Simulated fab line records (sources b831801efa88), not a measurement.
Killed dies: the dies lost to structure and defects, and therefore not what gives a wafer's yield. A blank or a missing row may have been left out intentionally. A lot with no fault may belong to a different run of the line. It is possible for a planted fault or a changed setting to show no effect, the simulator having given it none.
fab line records	flow sky130
record: lots: 24	wafers: 72	lastDay: 50
route steps=708 shown FIELD_ISO@26 CONTACT@422 VIA1@473 METAL2@502 METAL4@630
lots untouched by any fault: they come from a run of this same line in which no faults occurred
startH: start of the lot's first displayed wafer, in hours after the record's first day	waitH: how many hours have passed since the lot's step before this one	" identical to the entry in the row above	L1.1+2: a single row standing in for several wafers	- no value, or no start given	* or withheld: withheld	< > ~ a bound
route shown NAME@n: a module of which the file shows steps, and the number in the route of the first	usual: mean and standard deviation over wafers with no fault	same: alike in all rows	chamber/n: place in a boat	sites: per-site readings	_std_site: the standard deviation of these	_edge_site: outer sites' mean less inner sites'	radiusMm: how far each site lies from the wafer's centre	mask NAME#n: copy n	behind: the last tool/chamber to shape the wafer	hold: why the lot was held/for how many hours/how that ended	device: whichever transistor did not switch (one of n, p or np)	end of line: the route-end tests of the same wafers	a step given without rows: its recipe and nothing more	killed: count of dies lost to structure and defects at first sort (not the wafer's yield)	map: dies across one wafer; x = killed, . = not, _ = none there
set.NAME: the run value of the setting; set.NAME@STEP: its run value at that earlier step	model.NAME: the simulator's own value behind a step, which no gauge read
steps of the route over a sample of lots; a table a step, a row a wafer
services: when a tool's chamber went out of use (startH, in hours from the record's first day, below 0 if earlier), for how many hours, and the reason
== steps ==
step: SKY_FIELD_ISO_THK_MEAS_25
recipe: reads: SiO2_of_FIELD_ISO_CVD_24
usual: FIELD_ISO_CVD_24_THK: 596/5.9
lot.wafer	tool	chamber	startH	waitH	FIELD_ISO_CVD_24_THK[nm]
L074.1	filmMetro-01	-	32.14	0.0	591
L074.4	"	-	"	"	594
L074.5	"	-	"	"	591
L075.3	filmMetro-01	-	37.47	0.1	594
L075.4	"	-	"	"	590
L075.5	"	-	"	"	597
L076.3	filmMetro-02	-	43.36	0.1	591
L076.4	"	-	"	"	591
L076.6	"	-	"	"	590
L077.1	filmMetro-01	-	47.74	0.0	595
L077.4	"	-	"	"	601
L077.6	"	-	"	"	601
L078.2	filmMetro-02	-	54.40	0.0	599
L078.4	"	-	"	"	596
L078.6	"	-	"	"	597
L079.2	filmMetro-01	-	57.26	0.0	608
L079.4	"	-	"	"	606
L079.5	"	-	"	"	601
L080.1	filmMetro-04	-	62.94	0.0	599
L080.2	"	-	"	"	607
L080.3	"	-	"	"	601
L081.1	filmMetro-04	-	68.01	0.0	593
L081.2	"	-	"	"	598
L081.6	"	-	"	"	609
L082.1	filmMetro-01	-	75.08	0.0	594
L082.4	"	-	"	"	594
L082.6	"	-	"	"	606
L083.1	filmMetro-02	-	77.94	0.0	596
L083.3	"	-	"	"	603
L083.5	"	-	"	"	596
L084.1	filmMetro-04	-	83.47	0.0	594
L084.5	"	-	"	"	591
L084.6	"	-	"	"	599
L085.2	filmMetro-01	-	87.55	0.0	593
L085.4	"	-	"	"	591
L085.5	"	-	"	"	595
L086.2	filmMetro-04	-	93.18	0.0	603
L086.3	"	-	"	"	614
L086.6	"	-	"	"	609
L087.2	filmMetro-04	-	97.95	0.0	607
L087.5	"	-	"	"	605
L087.6	"	-	"	"	604
L088.1	filmMetro-02	-	106.43	0.0	593
L088.3	"	-	"	"	587
L088.4	"	-	"	"	594
L089.1	filmMetro-02	-	108.94	0.0	599
L089.3	"	-	"	"	597
L089.6	"	-	"	"	601
L090.1	filmMetro-01	-	114.66	0.0	593
L090.3	"	-	"	"	592
L090.4	"	-	"	"	588
L091.1	filmMetro-01	-	118.75	0.0	590
L091.2	"	-	"	"	593
L091.5	"	-	"	"	591
L092.1	filmMetro-01	-	127.09	0.0	598
L092.3	"	-	"	"	597
L092.5	"	-	"	"	596
L093.2	filmMetro-01	-	134.20	0.0	602
L093.3	"	-	"	"	593
L093.5	"	-	"	"	609
L094.1	filmMetro-01	-	137.96	0.1	599
L094.2	"	-	"	"	599
L094.4	"	-	"	"	591
L095.4	filmMetro-04	-	146.24	0.1	588
L095.5	"	-	"	"	587
L095.6	"	-	"	"	592
L096.2	filmMetro-04	-	149.45	0.0	596
L096.4	"	-	"	"	591
L096.6	"	-	"	"	595
L097.1	filmMetro-02	-	152.32	0.0	585
L097.4	"	-	"	"	597
L097.5	"	-	"	"	598
step: SKY_CONTACT_ETCH_16
recipe: chemistry: N2/H2	target: BARC	ionEnergyEv: 200	sourceW: 500	biasW: 100	pressureMtorr: 30	n2FlowSccm: 100	h2FlowSccm: 200	stopOn: SiO2	timeS: 45.9	targetDepthA: 600
usual: drypumpMotorCurrentA: 5.6/0.52	oesProductAu: 0.854/0.0048	throttleValvePct: 13.223/0.01
lot.wafer	tool	chamber	startH	waitH	drypumpMotorCurrentA	oesProductAu	rfHoursCounterH	throttleValvePct
L074.1	rieDiel-03	0	735.64	0.0	6.1	0.844	6	13.227
L074.4	"	0	"	"	6.1	0.854	-	13.223
L074.5	"	1	"	"	5.8	0.862	-	13.222
L075.3	rieDiel-02	1	737.59	0.0	5.2	0.852	8	13.229
L075.4	"	3	"	"	6.1	0.855	0	13.221
L075.5	"	2	"	"	5.7	0.857	-	13.221
L076.3	rieDiel-03	2	754.99	0.0	5.7	0.866	0	13.223
L076.4	"	0	"	"	6.1	0.859	7	13.229
L076.6	"	1	"	"	5.8	0.854	-	13.228
L077.1	rieDiel-03	1	758.59	0.0	5.8	0.857	10	13.206
L077.4	"	2	"	"	5.8	0.852	0	13.213
L077.6	"	2	"	"	5.7	0.848	-	13.199
L078.2	rieDiel-03	3	769.09	0.0	4.8	0.855	16	13.228
L078.4	"	2	"	"	5.7	0.852	1	13.216
L078.6	"	2	"	"	5.7	0.857	-	13.220
L079.2	rieDiel-02	2	771.49	0.0	5.7	0.848	15	13.222
L079.4	"	0	"	"	5.5	0.847	6	13.211
L079.5	"	3	"	"	6.1	0.856	-	13.229
L080.1	rieDiel-03	1	785.94	0.0	5.8	0.858	11	13.197
L080.2	"	2	"	"	5.7	0.850	2	13.236
L080.3	"	3	"	"	4.8	0.856	16	13.220
L081.1	rieDiel-02	3	793.79	0.0	6.1	0.853	2	13.230
L081.2	"	0	"	"	5.5	0.849	7	13.228
L081.6	"	1	"	"	5.3	0.855	-	13.232
L082.1	rieDiel-03	2	797.79	0.0	5.7	0.858	2	13.208
L082.4	"	0	"	"	6.1	0.862	8	13.224
L082.6	"	0	"	"	6.1	0.845	-	13.223
L083.1	rieDiel-02	3	805.89	0.0	6.1	0.845	2	13.218
L083.3	"	1	"	"	5.2	0.857	9	13.222
L083.5	"	0	"	"	5.6	0.852	-	13.224
L084.1	rieDiel-01	2	813.59	0.0	4.7	0.844	20	13.211
L084.5	"	3	"	"	5.8	0.858	-	13.224
L084.6	"	2	"	"	4.8	0.859	-	13.206
L085.2	rieDiel-03	0	819.29	0.0	6.1	0.858	9	13.232
L085.4	"	1	"	"	5.8	0.858	12	13.232
L085.5	"	3	"	"	4.8	0.861	-	13.231
L086.2	rieDiel-01	0	831.64	0.0	4.9	0.849	22	13.211
L086.3	"	1	"	"	6.4	0.857	25	13.221
L086.6	"	1	"	"	6.4	0.853	-	13.210
L087.2	rieDiel-03	3	845.09	0.0	4.8	0.855	18	13.206
L087.5	"	3	"	"	4.8	0.859	-	13.230
L087.6	"	2	"	"	5.7	0.858	-	13.244
L089.1	rieDiel-01	0	851.84	0.0	4.9	0.853	23	13.225
L089.3	"	1	"	"	6.4	0.853	26	13.217
L089.6	"	2	"	"	4.8	0.849	-	13.221
L088.1	rieDiel-02	3	852.54	0.0	6.2	0.855	3	13.204
L088.3	"	1	"	"	5.2	0.851	11	13.233
L088.4	"	0	"	"	5.5	0.855	8	13.223
L090.1	rieDiel-03	2	858.69	0.0	5.7	0.856	4	13.217
L090.3	"	3	"	"	4.8	0.856	19	13.212
L090.4	"	2	"	"	5.7	0.855	-	13.212
L091.1	rieDiel-01	2	869.19	0.0	4.7	0.853	23	13.230
L091.2	"	0	"	"	4.9	0.852	23	13.223
L091.5	"	3	"	"	5.8	0.860	-	13.229
L092.1	rieDiel-03	3	878.99	0.0	4.8	0.853	20	13.239
L092.3	"	2	"	"	5.7	0.846	5	13.228
L092.5	"	1	"	"	5.8	0.850	-	13.217
L093.2	rieDiel-01	1	883.11	0.0	6.4	0.861	27	13.215
L093.3	"	3	"	"	5.7	0.854	11	13.218
L093.5	"	2	"	"	4.7	0.853	-	13.229
L094.1	rieDiel-03	2	890.64	0.0	5.7	0.854	5	13.225
L094.2	"	0	"	"	6.1	0.850	11	13.215
L094.4	"	3	"	"	4.8	0.855	20	13.236
L095.4	rieDiel-01	1	898.55	0.0	6.4	0.848	28	13.233
L095.5	"	3	"	"	5.8	0.852	-	13.221
L095.6	"	2	"	"	4.7	0.850	-	13.221
L096.2	rieDiel-01	0	905.55	0.0	4.9	0.852	25	13.214
L096.4	"	3	"	"	5.8	0.850	12	13.223
L096.6	"	1	"	"	6.4	0.850	-	13.223
L097.1	rieDiel-02	2	916.45	0.0	5.7	0.856	19	13.220
L097.4	"	0	"	"	5.6	0.857	11	13.205
L097.5	"	2	"	"	5.7	0.855	-	13.213
step: SKY_VIA1_ETCH_15
recipe: target: SiO2	chemistry: C4F8/O2/Ar	targetDepthNm: 351	stopOn: TiN	maskMaterial: KrF-thick	sourceW: 1500	biasW: 1200	pressureMtorr: 40	c4f8FlowSccm: withheld	O2_flow_sccm: 6	Ar_flow_sccm: 300	timeS: 54
usual: oesProductAu: 0.982/0.0058
lot.wafer	tool	chamber	startH	waitH	oesProductAu	rfHoursCounterH
L074.1	rieDiel-02	0	792.14	0.0	0.976	7
L074.4	"	3	"	"	0.981	1
L074.5	"	0	"	"	0.964	-
L075.3	rieDiel-03	3	794.19	0.0	0.990	17
L075.4	"	0	"	"	0.986	8
L075.5	"	3	"	"	0.980	-
L076.3	rieDiel-03	0	810.94	0.0	0.972	8
L076.4	"	3	"	"	0.997	18
L076.6	"	2	"	"	0.978	-
L077.1	rieDiel-03	2	815.14	0.0	0.983	3
L077.4	"	0	"	"	0.984	-
L077.6	"	3	"	"	0.988	-
L078.2	rieDiel-03	1	824.72	0.0	0.981	12
L078.4	"	2	"	"	0.988	3
L078.6	"	1	"	"	0.980	-
L079.2	rieDiel-03	3	827.00	0.0	0.991	18
L079.4	"	0	"	"	0.986	9
L079.5	"	1	"	"	0.985	-
L080.1	rieDiel-03	1	841.79	0.0	0.984	12
L080.2	"	0	"	"	0.977	9
L080.3	"	2	"	"	0.984	3
L081.1	rieDiel-02	0	849.29	0.0	0.984	8
L081.2	"	1	"	"	0.985	11
L081.6	"	3	"	"	0.974	-
L082.1	rieDiel-03	2	853.65	0.0	0.980	4
L082.4	"	3	"	"	0.983	-
L082.6	"	2	"	"	0.988	-
L083.1	rieDiel-04	1	861.49	0.0	0.977	5
L083.3	"	3	"	"	0.990	8
L083.5	"	3	"	"	0.974	-
L084.1	rieDiel-03	1	868.60	0.0	0.986	13
L084.5	"	3	"	"	0.981	-
L084.6	"	0	"	"	0.985	-
L085.2	rieDiel-03	2	873.84	0.0	0.976	5
L085.4	"	1	"	"	0.979	13
L085.5	"	1	"	"	0.984	-
L086.2	rieDiel-03	2	887.20	0.0	0.977	5
L086.3	"	1	"	"	0.993	14
L086.6	"	1	"	"	0.981	-
L087.2	rieDiel-02	2	900.33	0.0	0.987	19
L087.5	"	3	"	"	0.977	-
L087.6	"	0	"	"	0.975	-
L089.1	rieDiel-02	3	907.73	0.0	0.980	5
L089.3	"	1	"	"	0.978	13
L089.6	"	3	"	"	0.977	-
L088.1	rieDiel-04	3	908.00	0.0	0.984	9
L088.3	"	0	"	"	0.980	14
L088.4	"	2	"	"	0.975	-
L090.1	rieDiel-02	1	913.35	0.0	0.991	13
L090.3	"	3	"	"	0.979	5
L090.4	"	0	"	"	0.981	11
L091.1	rieDiel-02	0	922.85	0.0	0.974	11
L091.2	"	2	"	"	0.981	20
L091.5	"	2	"	"	0.976	-
L092.1	rieDiel-04	1	932.09	0.0	0.983	6
L092.3	"	3	"	"	0.977	10
L092.5	"	2	"	"	0.982	-
L093.2	rieDiel-03	3	936.49	0.0	0.985	20
L093.3	"	1	"	"	0.974	15
L093.5	"	1	"	"	0.978	-
L094.1	rieDiel-04	3	943.14	0.0	0.972	10
L094.2	"	0	"	"	0.978	15
L094.4	"	1	"	"	0.974	6
L095.4	rieDiel-03	2	950.74	0.0	0.983	7
L095.5	"	2	"	"	0.991	-
L095.6	"	3	"	"	0.974	-
L096.2	rieDiel-02	2	957.84	0.0	0.989	21
L096.4	"	3	"	"	0.987	-
L096.6	"	2	"	"	0.978	-
L097.1	rieDiel-02	3	968.19	0.0	0.978	7
L097.4	"	2	"	"	0.987	-
L097.5	"	1	"	"	0.981	-
step: SKY_VIA1_SPUTTER_20
recipe: material: TiN	targetThkNm: 20	chamberPressurePa: 5	powerW: 4000	timeS: 80
usual: throttleValvePct: 29.8/1.5
lot.wafer	tool	chamber	startH	waitH	throttleValvePct
L074.1	pvdSputter-01	-	792.77	0.0	27.9
L074.4	"	-	"	"	29.9
L074.5	"	-	"	"	27.4
L075.3	pvdSputter-02	-	794.89	0.0	27.8
L075.4	"	-	"	"	29.7
L075.5	"	-	"	"	31.8
L076.3	pvdSputter-01	-	811.58	0.0	27.5
L076.4	"	-	"	"	31.3
L076.6	"	-	"	"	30.5
L077.1	pvdSputter-01	-	815.81	0.0	29.7
L077.4	"	-	"	"	31.4
L077.6	"	-	"	"	31.4
L078.2	pvdSputter-02	-	825.36	0.0	28.5
L078.4	"	-	"	"	31.7
L078.6	"	-	"	"	28.1
L079.2	pvdSputter-02	-	827.64	0.0	28.5
L079.4	"	-	"	"	31.8
L079.5	"	-	"	"	31.8
L080.1	pvdSputter-02	-	842.46	0.0	28.2
L080.2	"	-	"	"	29.9
L080.3	"	-	"	"	27.6
L081.1	pvdSputter-04	-	849.92	0.0	30.8
L081.2	"	-	"	"	28.5
L081.6	"	-	"	"	30.8
L082.1	pvdSputter-01	-	854.38	0.0	29.9
L082.4	"	-	"	"	30.4
L082.6	"	-	"	"	29.7
L083.1	pvdSputter-02	-	862.21	0.0	27.9
L083.3	"	-	"	"	29.9
L083.5	"	-	"	"	27.9
L084.1	pvdSputter-01	-	869.34	0.0	27.6
L084.5	"	-	"	"	31.4
L084.6	"	-	"	"	29.8
L085.2	pvdSputter-02	-	874.48	0.0	27.6
L085.4	"	-	"	"	28.2
L085.5	"	-	"	"	28.1
L086.2	pvdSputter-01	-	887.91	0.0	27.5
L086.3	"	-	"	"	29.7
L086.6	"	-	"	"	29.6
L087.2	pvdSputter-01	-	900.98	0.0	27.8
L087.5	"	-	"	"	27.5
L087.6	"	-	"	"	31.5
L089.1	pvdSputter-01	-	908.41	0.0	31.5
L089.3	"	-	"	"	30.5
L089.6	"	-	"	"	27.5
L088.1	pvdSputter-04	-	908.65	0.0	28.4
L088.3	"	-	"	"	30.8
L088.4	"	-	"	"	31.4
L090.1	pvdSputter-01	-	914.00	0.0	31.3
L090.3	"	-	"	"	30.6
L090.4	"	-	"	"	31.5
L091.1	pvdSputter-04	-	923.50	0.0	31.3
L091.2	"	-	"	"	28.4
L091.5	"	-	"	"	28.5
L092.1	pvdSputter-02	-	932.73	0.0	28.4
L092.3	"	-	"	"	27.8
L092.5	"	-	"	"	28.4
L093.2	pvdSputter-01	-	937.13	0.0	29.7
L093.3	"	-	"	"	30.5
L093.5	"	-	"	"	30.4
L094.1	pvdSputter-01	-	943.81	0.0	29.6
L094.2	"	-	"	"	31.4
L094.4	"	-	"	"	30.2
L095.4	pvdSputter-04	-	951.38	0.0	30.8
L095.5	"	-	"	"	31.4
L095.6	"	-	"	"	30.8
L096.2	pvdSputter-04	-	958.48	0.0	28.9
L096.4	"	-	"	"	31.4
L096.6	"	-	"	"	30.8
L097.1	pvdSputter-04	-	968.83	0.0	30.6
L097.4	"	-	"	"	30.8
L097.5	"	-	"	"	28.5
step: SKY_METAL2_METAL_ETCH_19
recipe: targetDepthA: 3600	stopOn: SiO2	overEtchFrac: 0.3	timeS: 78	chemistry: Cl2/BCl3	resistSidewallDeg: 88	pressureMtorr: 10	icpW: 900	biasW: 48.5	Cl2_flow_sccm: 60	bcl3FlowSccm: 30
usual: drypumpMotorCurrentA: 5.6/0.34	oesProductAu: 0.854/0.0059	throttleValvePct: 22.264/0.0088
same: overEtchFrac: 0.3
lot.wafer	tool	chamber	startH	waitH	drypumpMotorCurrentA	oesProductAu	rfHoursCounterH	throttleValvePct
L074.1	rieMetal-04	0	820.78	0.1	6.0	0.857	16	22.260
L074.4	"	0	"	"	6.0	0.854	-	22.271
L074.5	"	0	"	"	6.0	0.863	-	22.281
L075.3	rieMetal-02	0	822.57	0.1	5.2	0.863	-	22.256
L075.4	"	1	"	"	5.8	0.851	-	22.261
L075.5	"	0	"	"	5.2	0.861	-	22.269
L076.3	rieMetal-03	0	838.58	0.1	5.8	0.852	-	22.252
L076.4	"	1	"	"	5.8	0.855	-	22.274
L076.6	"	0	"	"	5.8	0.841	-	22.272
L077.1	rieMetal-02	1	842.73	0.0	5.7	0.847	15	22.271
L077.4	"	0	"	"	5.2	0.852	-	22.265
L077.6	"	1	"	"	5.8	0.851	-	22.263
L078.2	rieMetal-03	1	852.28	0.0	5.8	0.860	13	22.261
L078.4	"	0	"	"	5.8	0.862	-	22.263
L078.6	"	1	"	"	5.8	0.856	-	22.253
L079.2	rieMetal-04	0	854.19	0.0	6.0	0.847	18	22.272
L079.4	"	1	"	"	5.1	0.855	-	22.260
L079.5	"	1	"	"	5.2	0.853	-	22.267
L080.1	rieMetal-02	1	869.63	0.0	5.8	0.856	16	22.247
L080.2	"	0	"	"	5.2	0.857	6	22.258
L080.3	"	1	"	"	5.8	0.856	-	22.273
L081.1	rieMetal-03	0	877.05	0.0	5.8	0.848	17	22.255
L081.2	"	1	"	"	5.8	0.853	14	22.261
L081.6	"	1	"	"	5.8	0.853	-	22.277
L082.1	rieMetal-03	1	881.73	0.1	5.8	0.855	15	22.257
L082.4	"	1	"	"	5.8	0.855	-	22.263
L082.6	"	1	"	"	5.8	0.850	-	22.254
L083.1	rieMetal-02	0	889.04	0.0	5.2	0.843	7	22.263
L083.3	"	1	"	"	5.8	0.848	-	22.281
L083.5	"	0	"	"	5.2	0.850	-	22.272
L084.1	rieMetal-04	1	895.89	0.0	5.2	0.847	16	22.247
L084.5	"	1	"	"	5.2	0.846	-	22.260
L084.6	"	0	"	"	6.0	0.845	-	22.260
L085.2	rieMetal-04	1	901.08	0.0	5.2	0.844	16	22.275
L085.4	"	0	"	"	6.0	0.853	-	22.270
L085.5	"	0	"	"	6.0	0.847	-	22.259
L086.2	rieMetal-02	1	914.55	0.0	5.8	0.857	18	22.261
L086.3	"	0	"	"	5.2	0.846	-	22.262
L086.6	"	0	"	"	5.2	0.856	-	22.256
L087.2	rieMetal-02	0	927.37	0.6	5.2	0.853	-	22.273
L087.5	"	0	"	"	5.2	0.863	-	22.258
L087.6	"	0	"	"	5.2	0.856	-	22.271
L089.1	rieMetal-02	0	934.13	0.1	5.2	0.857	9	22.253
L089.3	"	0	"	"	5.2	0.853	-	22.258
L089.6	"	0	"	"	5.2	0.857	-	22.260
L088.1	rieMetal-03	1	934.70	0.0	5.8	0.860	18	22.262
L088.3	"	0	"	"	5.9	0.865	-	22.262
L088.4	"	1	"	"	5.8	0.864	-	22.267
L090.1	rieMetal-04	1	939.94	0.0	5.2	0.847	19	22.262
L090.3	"	0	"	"	6.0	0.852	-	22.267
L090.4	"	1	"	"	5.2	0.848	-	22.263
L091.1	rieMetal-02	1	949.53	0.0	5.8	0.860	0	22.264
L091.2	"	0	"	"	5.2	0.859	10	22.281
L091.5	"	1	"	"	5.8	0.859	-	22.263
L092.1	rieMetal-04	1	958.55	0.0	5.1	0.854	20	22.242
L092.3	"	0	"	"	5.9	0.846	-	22.254
L092.5	"	1	"	"	5.1	0.854	-	22.261
L093.2	rieMetal-03	0	962.34	0.0	5.8	0.857	3	22.260
L093.3	"	1	"	"	5.8	0.850	-	22.262
L093.5	"	0	"	"	5.9	0.862	-	22.262
L094.1	rieMetal-04	1	969.28	0.0	5.2	0.846	21	22.261
L094.2	"	0	"	"	6.0	0.851	3	22.280
L094.4	"	1	"	"	5.1	0.851	-	22.268
L095.4	rieMetal-02	1	976.46	0.1	5.8	0.855	-	22.258
L095.5	"	1	"	"	5.8	0.857	-	22.260
L095.6	"	0	"	"	5.2	0.857	-	22.267
L096.2	rieMetal-04	0	983.78	0.0	6.0	0.846	4	22.257
L096.4	"	0	"	"	6.0	0.858	-	22.262
L096.6	"	1	"	"	5.2	0.860	-	22.271
L097.1	rieMetal-03	1	993.38	0.0	5.8	0.846	20	22.263
L097.4	"	1	"	"	5.8	0.846	-	22.273
L097.5	"	1	"	"	5.8	0.846	-	22.269
step: SKY_METAL4_OVL_MEAS_14
usual: METAL4_OVL: -2/5.2
lot.wafer	tool	chamber	startH	waitH	METAL4_OVL[nm]
L074.1	overlay-01	-	979.36	0.1	-9
L074.4	"	-	"	"	6
L074.5	"	-	"	"	5
L075.3	overlay-01	-	981.47	0.1	0
L075.4	"	-	"	"	-6
L075.5	"	-	"	"	1
L076.3	overlay-02	-	996.37	0.1	-8
L076.4	"	-	"	"	-7
L076.6	"	-	"	"	-14
L077.1	overlay-01	-	998.77	0.1	2
L077.4	"	-	"	"	-1
L077.6	"	-	"	"	-2
L078.2	overlay-02	-	1007.87	0.1	12
L078.4	"	-	"	"	0
L078.6	"	-	"	"	7
L079.2	overlay-01	-	1008.03	0.1	-3
L079.4	"	-	"	"	-8
L079.5	"	-	"	"	0
L080.1	overlay-02	-	1022.71	0.1	-1
L080.2	"	-	"	"	7
L080.3	"	-	"	"	4
L081.1	overlay-01	-	1029.36	0.1	-3
L081.2	"	-	"	"	-4
L081.6	"	-	"	"	-5
L082.1	overlay-02	-	1034.17	0.1	-9
L082.4	"	-	"	"	-15
L082.6	"	-	"	"	-3
L083.1	overlay-01	-	1040.52	0.1	6
L083.3	"	-	"	"	1
L083.5	"	-	"	"	1
L084.1	overlay-01	-	1047.06	0.1	4
L084.5	"	-	"	"	2
L084.6	"	-	"	"	-1
L085.2	overlay-01	-	1050.53	0.1	7
L085.4	"	-	"	"	9
L085.5	"	-	"	"	1
L086.2	overlay-01	-	1063.26	0.1	-2
L086.3	"	-	"	"	-4
L086.6	"	-	"	"	-2
L087.2	overlay-02	-	1075.62	0.1	8
L087.5	"	-	"	"	5
L087.6	"	-	"	"	2
L089.1	overlay-01	-	1079.56	0.1	-4
L089.3	"	-	"	"	-6
L089.6	"	-	"	"	-4
L088.1	overlay-02	-	1079.91	0.1	-6
L088.3	"	-	"	"	4
L088.4	"	-	"	"	-2
L090.1	overlay-01	-	1082.81	0.1	-2
L090.3	"	-	"	"	-8
L090.4	"	-	"	"	-5
L091.1	overlay-02	-	1093.06	0.1	-4
L091.2	"	-	"	"	-3
L091.5	"	-	"	"	-4
L092.1	overlay-01	-	1101.12	0.1	-3
L092.3	"	-	"	"	-3
L092.5	"	-	"	"	-6
L093.2	overlay-01	-	1103.22	0.1	0
L093.3	"	-	"	"	-7
L093.5	"	-	"	"	5
L094.1	overlay-02	-	1108.92	0.1	0
L094.2	"	-	"	"	-1
L094.4	"	-	"	"	-2
L095.4	overlay-02	-	1116.03	0.1	2
L095.5	"	-	"	"	-1
L095.6	"	-	"	"	5
L096.2	overlay-02	-	1122.11	0.1	-7
L096.4	"	-	"	"	-4
L096.6	"	-	"	"	4
L097.1	overlay-01	-	1129.66	0.1	-5
L097.4	"	-	"	"	-12
L097.5	"	-	"	"	-11
== services ==
tool	chamber	startH	hours	kind
rieMetal-02	0	722.18	38.8	repair
rieDiel-02	1	758.26	6.6	repair
rieDiel-02	-	784.98	0.4	repair
rieMetal-04	1	787.01	2.7	repair
rieDiel-02	-	788.67	2.8	pm
rieMetal-02	-	802.57	5.0	repair
pvdSputter-04	-	810.55	0.9	repair
rieDiel-03	1	814.68	3.0	repair
rieMetal-04	1	815.93	6.5	repair
rieDiel-01	3	820.67	13.5	repair
rieDiel-03	3	828.33	6.8	repair
rieDiel-03	1	849.83	11.1	repair
rieMetal-02	-	872.29	2.7	repair
rieMetal-04	-	874.19	1.4	pm
rieDiel-03	-	899.05	14.6	pm
rieDiel-01	2	906.71	1.4	repair
rieDiel-03	3	917.58	10.7	repair
rieDiel-03	1	923.96	3.2	repair
rieDiel-03	-	925.28	1.8	repair
rieDiel-02	0	946.22	1.4	repair
rieDiel-02	0	950.05	39.6	repair
pvdSputter-02	-	967.72	1.6	repair
rieMetal-03	-	987.69	4.4	repair
rieDiel-01	0	991.62	27.4	repair
== key ==
fault none
